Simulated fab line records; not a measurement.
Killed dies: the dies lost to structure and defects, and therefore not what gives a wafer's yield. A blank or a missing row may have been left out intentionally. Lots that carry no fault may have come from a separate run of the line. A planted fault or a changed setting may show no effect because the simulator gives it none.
What tool caused it? :: flow sky130 :: route of 708 steps, sampled at 1 step: 6 lots, 18 wafers

WHAT THE GAUGES READ, wafer by wafer
SKY_FIELD_ISO_THK_MEAS_04.
lot: L534
measured: day 2 00:35
on: film-metro-02
FIELD_ISO_CVD_03_THK (nm): 163.8 164.4 166.0

lot: L541
measured: day 3 11:45
on: film-metro-02
FIELD_ISO_CVD_03_THK (nm): 166.8 166.5 165.1

lot: L543
measured: day 3 21:11
on: film-metro-02
FIELD_ISO_CVD_03_THK (nm): 163.7 162.9 163.2

lot: L547
measured: day 4 18:34
on: film-metro-01
FIELD_ISO_CVD_03_THK (nm): 165.8 165.5 163.7

lot: L550
measured: day 5 08:50
on: film-metro-01
FIELD_ISO_CVD_03_THK (nm): 166.0 165.3 164.9

lot: L552
measured: day 5 18:01
on: film-metro-02
FIELD_ISO_CVD_03_THK (nm): 165.5 166.1 164.9

WHAT TOOL EACH LOT RAN ON (gives the tool, then ch and the chambers of the sampled wafers, and finally the start)
Record: no process step prior to these readings.

THE ANSWER, worked out from the rows above alone
Rule: usual is defined by the lots themselves. Put in order of their means at a reading, lots are off if they are a third of the lots or fewer, leave a main group of 4 or more, and stand apart from it by a gap of 3 or more times the standard deviation of the main group's means; of several such gaps the widest counts. A main group whose means are all the same, to the digits that the tables above print for the reading, isn't used. Also off: a lot with no number at a reading for which 4 or more lots have one. Where the step has rows for the other lots, those lots are counted as sound.
Off: L543, seen at SKY_FIELD_ISO_THK_MEAS_04 (FIELD_ISO_CVD_03_THK). Main group: mean 165.4 nm, sd 0.48.
If a tool, at a process step before that reading, ran all the lots that are off and no sound lot after the first of them, it fits. Gauges at SKY_FIELD_ISO_THK_MEAS_04: tried the same way as those tools. No candidate that was tried fits.

WHAT HAD BEEN PUT IN BY THE SIMULATOR
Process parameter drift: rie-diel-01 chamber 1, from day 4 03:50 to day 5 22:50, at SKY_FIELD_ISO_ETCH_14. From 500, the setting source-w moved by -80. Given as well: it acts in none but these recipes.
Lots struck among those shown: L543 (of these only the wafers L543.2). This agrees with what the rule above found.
